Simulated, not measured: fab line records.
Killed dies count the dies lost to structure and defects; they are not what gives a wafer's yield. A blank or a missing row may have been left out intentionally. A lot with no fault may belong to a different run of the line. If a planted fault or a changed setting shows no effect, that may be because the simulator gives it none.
fab line records ; flow gf180mcu
[record] lots = 13; wafers = 39; last_day = 34
route steps=602 shown VT_IMPLANT@109 SAB@273 CONTACT@291
lots untouched by any fault: they come from a run of this same line in which no faults occurred
start_h: the number of hours between the record's first day and the start of the first shown wafer of the lot ; wait_h: hours from the lot's prior step to this one ; " the same as in the row above ; L1.1+2: a row that stands for several wafers ; - no value, or no start given ; * or withheld: withheld ; < > ~ a bound
route shown NAME@n: NAME is a module with steps in the file, n the number in the route of the first one ; usual: mean/standard deviation of fault-free wafers ; same: alike in all rows ; chamber/n: place in a boat ; sites: readings site by site ; _std_site: standard deviation of those values ; _edge_site: the outer-site mean with the inner-site mean subtracted ; radius_mm: how far each site lies from the wafer's centre ; mask NAME#n: copy n ; behind: the last tool/chamber to shape the wafer ; hold: why the lot was held/for how many hours/how that ended ; device: names the non-switching transistor (n, p or np) ; end of line: the route-end tests of the same wafers ; where a step has no rows: the recipe by itself ; killed: at the first sort, the dies lost to defects and structure; wafer yield is something else ; map: shows each die of a wafer: x if killed, . if not, _ if none is there
set.NAME: the setting the step ran with; set.NAME@STEP: the setting that earlier step ran with ; model.NAME: the simulator's own value behind a step, which no gauge read
a sample of lots followed through the steps of the route, with each step as a table and each wafer as a row
services: when a tool's chamber went out of use (start_h, in hours from the record's first day, below 0 if earlier), for how many hours, and the reason
[[steps]]
[step GF_VT_IMPLANT_IMPLANT_19]
[recipe] species = As; energy_kev = 100; dose_cm2 = 4.35e+12; tilt_deg = 7
[usual] beam_energy_keV = 100.01/0.031; beam_on_s = 9.97/0.2
lot.wafer;tool;chamber;start_h;wait_h;beam_energy_keV;beam_on_s
L543.1;implanter-04;0;124.72;0.0;100.02;10.06
L543.4;implanter-04;0;124.72;0.0;100.00;10.34
L543.6;implanter-04;0;124.72;0.0;99.99;9.79
L544.2;implanter-01;0;131.96;0.0;99.99;9.95
L544.5;implanter-01;0;131.96;0.0;99.98;9.70
L544.6;implanter-01;0;131.96;0.0;99.98;9.88
L545.2;implanter-01;0;138.21;0.0;100.00;10.09
L545.3;implanter-01;0;138.21;0.0;100.02;9.95
L545.4;implanter-01;0;138.21;0.0;99.96;10.45
L546.1;implanter-04;0;140.39;0.0;100.00;10.13
L546.2;implanter-04;0;140.39;0.0;99.94;9.89
L546.6;implanter-04;0;140.39;0.0;99.99;9.94
L548.2;implanter-01;0;154.46;0.0;99.95;9.97
L548.5;implanter-01;0;154.46;0.0;99.97;9.95
L548.6;implanter-01;0;154.46;0.0;99.95;10.03
L549.1;implanter-04;0;161.19;0.0;99.97;9.86
L549.4;implanter-04;0;161.19;0.0;100.04;10.00
L549.6;implanter-04;0;161.19;0.0;100.01;10.14
L551.3;implanter-03;0;174.36;0.1;100.01;10.33
L551.4;implanter-03;0;174.36;0.1;100.00;10.05
L551.5;implanter-03;0;174.36;0.1;100.02;10.21
L553.4;implanter-03;0;183.71;0.1;99.97;10.00
L553.5;implanter-03;0;183.71;0.1;100.00;9.96
L553.6;implanter-03;0;183.71;0.1;99.98;9.86
L554.1;implanter-03;0;189.91;0.0;85.09;9.87
L554.2;implanter-03;0;189.91;0.0;85.15;10.06
L554.4;implanter-03;0;189.91;0.0;85.12;9.80
L555.2;implanter-04;0;197.34;0.0;100.00;9.83
L555.3;implanter-04;0;197.34;0.0;100.02;10.29
L555.4;implanter-04;0;197.34;0.0;99.99;10.30
L557.2;implanter-03;0;209.69;0.0;85.18;10.03
L557.3;implanter-03;0;209.69;0.0;85.21;9.87
L557.4;implanter-03;0;209.69;0.0;85.15;9.99
L563.1;implanter-04;0;258.92;0.0;100.01;10.13
L563.2;implanter-04;0;258.92;0.0;100.05;9.65
L563.3;implanter-04;0;258.92;0.0;100.01;9.90
L565.1;implanter-01;0;269.87;0.0;99.99;9.70
L565.2;implanter-01;0;269.87;0.0;99.95;9.98
L565.5;implanter-01;0;269.87;0.0;100.00;10.04
[step GF_VT_IMPLANT_TW_MEAS_21]
[usual] VT_IMPLANT_2_TW = 1216/9.5
lot.wafer;tool;chamber;start_h;wait_h;VT_IMPLANT_2_TW
L543.1;film_metro-03;-;124.97;0.1;1223
L543.4;film_metro-03;-;124.97;0.1;1227
L543.6;film_metro-03;-;124.97;0.1;1226
L544.2;film_metro-03;-;132.20;0.1;1228
L544.5;film_metro-03;-;132.20;0.1;1226
L544.6;film_metro-03;-;132.20;0.1;1223
L545.2;film_metro-01;-;138.45;0.1;1208
L545.3;film_metro-01;-;138.45;0.1;1213
L545.4;film_metro-01;-;138.45;0.1;1206
L546.1;film_metro-02;-;140.64;0.1;1209
L546.2;film_metro-02;-;140.64;0.1;1207
L546.6;film_metro-02;-;140.64;0.1;1214
L548.2;film_metro-02;-;154.70;0.1;1199
L548.5;film_metro-02;-;154.70;0.1;1210
L548.6;film_metro-02;-;154.70;0.1;1206
L549.1;film_metro-02;-;161.44;0.1;1215
L549.4;film_metro-02;-;161.44;0.1;1203
L549.6;film_metro-02;-;161.44;0.1;1209
L551.3;film_metro-03;-;174.58;0.1;1220
L551.4;film_metro-03;-;174.58;0.1;1218
L551.5;film_metro-03;-;174.58;0.1;1225
L553.4;film_metro-02;-;183.92;0.1;1197
L553.5;film_metro-02;-;183.92;0.1;1199
L553.6;film_metro-02;-;183.92;0.1;1205
L554.1;film_metro-03;-;190.16;0.1;1166
L554.2;film_metro-03;-;190.16;0.1;1167
L554.4;film_metro-03;-;190.16;0.1;1167
L555.2;film_metro-03;-;197.58;0.1;1227
L555.3;film_metro-03;-;197.58;0.1;1222
L555.4;film_metro-03;-;197.58;0.1;1228
L557.2;film_metro-02;-;209.92;0.1;1162
L557.3;film_metro-02;-;209.92;0.1;1155
L557.4;film_metro-02;-;209.92;0.1;1154
L563.1;film_metro-02;-;259.17;0.1;1218
L563.2;film_metro-02;-;259.17;0.1;1210
L563.3;film_metro-02;-;259.17;0.1;1207
L565.1;film_metro-02;-;270.12;0.1;1215
L565.2;film_metro-02;-;270.12;0.1;1211
L565.5;film_metro-02;-;270.12;0.1;1206
[step GF_VT_IMPLANT_STRIP_42]
[recipe] chemistry = O2/N2; power_w = 1400; pressure_mtorr = 1500; platen_temp_c = 250; o2_flow_sccm = 3000; n2_flow_sccm = 300; overash_fraction = 0.5
[usual] drypump_motor_current_A = 5.6/0.54; heater_power_w = 356/59; oes_product_au = 0.715/0.005; strip_time_to_endpoint_s = 12.64/0.04
[same] overash_fraction = 0.5
lot.wafer;tool;chamber;start_h;wait_h;drypump_motor_current_A;heater_power_w;oes_product_au;rf_hours_counter_h;strip_time_to_endpoint_s
L543.1;plasma_asher-03;0;154.77;0.1;6.3;350;0.711;36;12.65
L543.4;plasma_asher-03;0;154.77;0.1;6.3;347;0.717;-;12.68
L543.6;plasma_asher-03;1;154.77;0.1;5.8;324;0.712;-;12.65
L544.2;plasma_asher-02;1;162.24;0.1;4.9;346;0.715;5;12.65
L544.5;plasma_asher-02;1;162.24;0.1;4.9;348;0.717;-;12.68
L544.6;plasma_asher-02;0;162.24;0.1;6.0;490;0.720;-;12.69
L545.2;plasma_asher-03;0;169.31;0.1;6.2;355;0.711;37;12.64
L545.3;plasma_asher-03;0;169.31;0.1;6.2;355;0.721;-;12.66
L545.4;plasma_asher-03;1;169.31;0.1;5.8;322;0.714;-;12.63
L546.1;plasma_asher-02;1;170.51;0.1;4.9;348;0.710;6;12.69
L546.2;plasma_asher-02;0;170.51;0.1;6.0;470;0.717;6;12.69
L546.6;plasma_asher-02;0;170.51;0.1;6.0;474;0.708;-;12.65
L548.2;plasma_asher-03;0;186.67;0.1;6.2;353;0.718;39;12.67
L548.5;plasma_asher-03;0;186.67;0.1;6.2;355;0.727;-;12.66
L548.6;plasma_asher-03;1;186.67;0.1;5.8;320;0.707;-;12.67
L549.1;plasma_asher-03;1;192.34;0.1;5.8;320;0.706;40;12.63
L549.4;plasma_asher-03;1;192.34;0.1;5.8;317;0.718;-;12.62
L549.6;plasma_asher-03;1;192.34;0.1;5.8;326;0.717;-;12.61
L551.3;plasma_asher-03;1;208.00;0.1;5.8;314;0.722;-;12.64
L551.4;plasma_asher-03;0;208.00;0.1;6.2;351;0.716;-;12.61
L551.5;plasma_asher-03;1;208.00;0.1;5.8;319;0.713;-;12.62
L553.4;plasma_asher-04;0;217.40;0.1;5.8;275;0.717;-;12.65
L553.5;plasma_asher-04;0;217.40;0.1;5.8;271;0.716;-;12.64
L553.6;plasma_asher-04;1;217.40;0.1;4.7;377;0.712;-;12.64
L554.1;plasma_asher-04;0;224.39;0.1;5.8;276;0.708;54;12.70
L554.2;plasma_asher-04;1;224.39;0.1;4.7;382;0.709;54;12.75
L554.4;plasma_asher-04;0;224.39;0.1;5.8;281;0.708;-;12.64
L555.2;plasma_asher-04;1;232.67;0.1;4.7;379;0.717;54;12.57
L555.3;plasma_asher-04;0;232.67;0.1;5.8;276;0.715;-;12.59
L555.4;plasma_asher-04;1;232.67;0.1;4.7;390;0.716;-;12.58
L557.2;plasma_asher-03;1;245.07;0.1;5.8;315;0.723;46;12.57
L557.3;plasma_asher-03;0;245.07;0.1;6.2;358;0.718;-;12.58
L557.4;plasma_asher-03;1;245.07;0.1;5.8;329;0.716;-;12.60
L563.1;plasma_asher-04;1;297.34;0.1;4.7;386;0.716;61;12.58
L563.2;plasma_asher-04;0;297.34;0.1;5.8;275;0.725;61;12.61
L563.3;plasma_asher-04;1;297.34;0.1;4.7;378;0.714;-;12.58
L565.1;plasma_asher-03;1;309.99;0.1;5.8;311;0.716;53;12.67
L565.2;plasma_asher-03;0;309.99;0.1;6.2;341;0.715;53;12.68
L565.5;plasma_asher-03;0;309.99;0.1;6.2;347;0.723;-;12.64
[step GF_SAB_CD_MEAS_09]
[recipe] target_cd_nm = 420
[usual] cd_nm = 419.9/2.7
lot.wafer;tool;chamber;start_h;wait_h;cd_nm
L543.1;cd_sem-01;-;342.17;0.1;414.8
L543.4;cd_sem-01;-;342.17;0.1;414.6
L543.6;cd_sem-01;-;342.17;0.1;414.9
L544.2;cd_sem-02;-;348.54;0.1;420.2
L544.5;cd_sem-02;-;348.54;0.1;421.5
L544.6;cd_sem-02;-;348.54;0.1;422.2
L546.1;cd_sem-01;-;359.70;0.1;415.3
L546.2;cd_sem-01;-;359.70;0.1;417.4
L546.6;cd_sem-01;-;359.70;0.1;417.7
L545.2;cd_sem-02;-;359.84;0.1;419.4
L545.3;cd_sem-02;-;359.84;0.1;419.2
L545.4;cd_sem-02;-;359.84;0.1;418.6
L548.2;cd_sem-02;-;377.75;0.1;420.8
L548.5;cd_sem-02;-;377.75;0.1;421.9
L548.6;cd_sem-02;-;377.75;0.1;425.9
L549.1;cd_sem-02;-;386.57;0.1;417.7
L549.4;cd_sem-02;-;386.57;0.1;420.2
L549.6;cd_sem-02;-;386.57;0.1;419.5
L551.3;cd_sem-01;-;403.57;0.1;419.1
L551.4;cd_sem-01;-;403.57;0.1;419.6
L551.5;cd_sem-01;-;403.57;0.1;421.3
L553.4;cd_sem-01;-;420.89;0.1;418.5
L553.5;cd_sem-01;-;420.89;0.1;418.8
L553.6;cd_sem-01;-;420.89;0.1;419.8
L554.1;cd_sem-02;-;424.95;0.2;419.3
L554.2;cd_sem-02;-;424.95;0.2;418.2
L554.4;cd_sem-02;-;424.95;0.2;418.9
L555.2;cd_sem-01;-;439.54;0.1;418.8
L555.3;cd_sem-01;-;439.54;0.1;417.7
L555.4;cd_sem-01;-;439.54;0.1;416.4
L557.2;cd_sem-01;-;455.22;0.1;419.3
L557.3;cd_sem-01;-;455.22;0.1;418.8
L557.4;cd_sem-01;-;455.22;0.1;419.0
L563.1;cd_sem-01;-;517.45;0.1;419.8
L563.2;cd_sem-01;-;517.45;0.1;417.9
L563.3;cd_sem-01;-;517.45;0.1;419.4
L565.1;cd_sem-02;-;528.63;0.1;425.1
L565.2;cd_sem-02;-;528.63;0.1;428.7
L565.5;cd_sem-02;-;528.63;0.1;426.1
[step GF_CONTACT_CMP_04]
[recipe] material = SiO2; down_force_psi = 4; platen_rpm = 60; pad_velocity_m_s = 0.94248
[usual] motor_current_A = 10.7/1.1; time_to_endpoint_s = 116/6.2
lot.wafer;tool;chamber;start_h;wait_h;motor_current_A;time_to_endpoint_s
L543.1;cmp-01;0;343.43;0.1;11.1;120
L543.4;cmp-01;1;343.43;0.1;11.5;131
L543.6;cmp-01;0;343.43;0.1;11.5;132
L544.2;cmp-01;1;349.88;0.1;11.6;116
L544.6;cmp-01;0;349.88;0.1;11.5;117
L544.5;cmp-01;1;349.88;0.1;11.7;119
L546.1;cmp-01;1;360.96;0.1;11.9;117
L546.2;cmp-01;3;360.96;0.1;8.9;109
L546.6;cmp-01;2;360.96;0.1;9.3;114
L545.3;cmp-02;2;361.08;0.0;12.0;111
L545.4;cmp-02;3;361.08;0.0;11.4;118
L545.2;cmp-02;1;361.08;0.0;11.0;112
L548.2;cmp-02;2;379.00;0.0;12.2;114
L548.6;cmp-02;2;379.00;0.0;11.6;120
L548.5;cmp-02;3;379.00;0.0;11.0;125
L549.1;cmp-01;1;387.84;0.1;11.9;122
L549.4;cmp-01;0;387.84;0.1;10.5;129
L549.6;cmp-01;1;387.84;0.1;11.9;130
L551.3;cmp-02;1;404.90;0.1;11.0;105
L551.4;cmp-02;2;404.90;0.1;12.3;113
L551.5;cmp-02;0;404.90;0.1;10.3;114
L553.4;cmp-01;0;422.13;0.1;11.7;111
L553.5;cmp-01;3;422.13;0.1;8.5;120
L553.6;cmp-01;0;422.13;0.1;11.2;120
L554.2;cmp-01;2;426.23;0.0;9.4;109
L554.1;cmp-01;3;426.23;0.0;9.0;101
L554.4;cmp-01;1;426.23;0.0;12.1;111
L555.2;cmp-01;0;440.84;0.1;11.3;113
L555.3;cmp-01;1;440.84;0.1;11.4;109
L555.4;cmp-01;2;440.84;0.1;9.4;118
L557.2;cmp-02;1;456.59;0.0;11.1;111
L557.3;cmp-02;2;456.59;0.0;11.6;120
L557.4;cmp-02;3;456.59;0.0;11.5;120
L563.3;cmp-02;1;518.70;0.0;10.9;106
L563.1;cmp-02;3;518.70;0.0;11.6;114
L563.2;cmp-02;0;518.70;0.0;10.0;107
L565.2;cmp-01;2;530.02;0.1;9.2;110
L565.1;cmp-01;3;530.02;0.1;9.3;108
L565.5;cmp-01;0;530.02;0.1;12.0;115
[[services]]
tool;chamber;start_h;hours;kind
cmp-02;-;101.74;1.3;repair
cmp-02;-;112.45;2.8;repair
implanter-04;-;147.03;0.9;repair
cmp-02;-;164.90;2.6;repair
implanter-04;-;168.37;0.6;repair
cmp-01;-;179.11;5.5;pm
implanter-04;-;203.96;19.7;repair
cmp-02;-;211.51;6.5;repair
cmp-01;-;215.19;1.9;repair
implanter-04;-;231.10;3.6;pm
cmp-02;-;232.15;4.0;pm
implanter-04;-;248.43;2.9;repair
plasma_asher-03;-;248.97;2.0;repair
cmp-01;-;256.81;0.2;repair
cmp-02;-;330.20;5.4;pm
cmp-01;-;356.38;0.9;repair
plasma_asher-03;-;365.83;1.2;repair
cmp-02;-;368.12;2.2;repair
cmp-01;-;372.01;2.9;repair
cmp-01;-;372.75;2.8;repair
cmp-01;-;372.90;1.7;repair
cmp-01;-;404.23;4.0;pm
plasma_asher-03;-;404.46;2.8;pm
cmp-01;-;451.71;0.2;repair
[[key]]
[first_sign] step = GF_VT_IMPLANT_IMPLANT_19; reading = beam_energy_keV; direction = down; sigmas = 99+; usual = 100.01; struck = 85.15
[effect] step = GF_VT_IMPLANT_TW_MEAS_21; reading = VT_IMPLANT_2_TW; direction = down; sigmas = 5.7; usual = 1216; struck = 1162
met_at GF_VT_IMPLANT_IMPLANT_19
struck_lots L554,L557
tester_left_out L554,L557
not_acting_at GF_VT_IMPLANT_STRIP_42,GF_SAB_CD_MEAS_09,GF_CONTACT_CMP_04
onset_between 183.71 189.91
[fault] kind = process_parameter_drift; tool = implanter-03; chamber = -; onset_h = 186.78; steps = GF_VT_IMPLANT_IMPLANT_19; channel = energy_kev; offset = -14.87; shape = step; end_h = 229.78; acts_in = these_recipes_only; stated = 100
// tester_left_out: of these lots the tester's yield and bins aren't shown, on N5 and GAA mostly nor the transistor test; their killed dies are dies lost to structure and defects alone, not to doping, threshold or leakage, so they don't give the yield
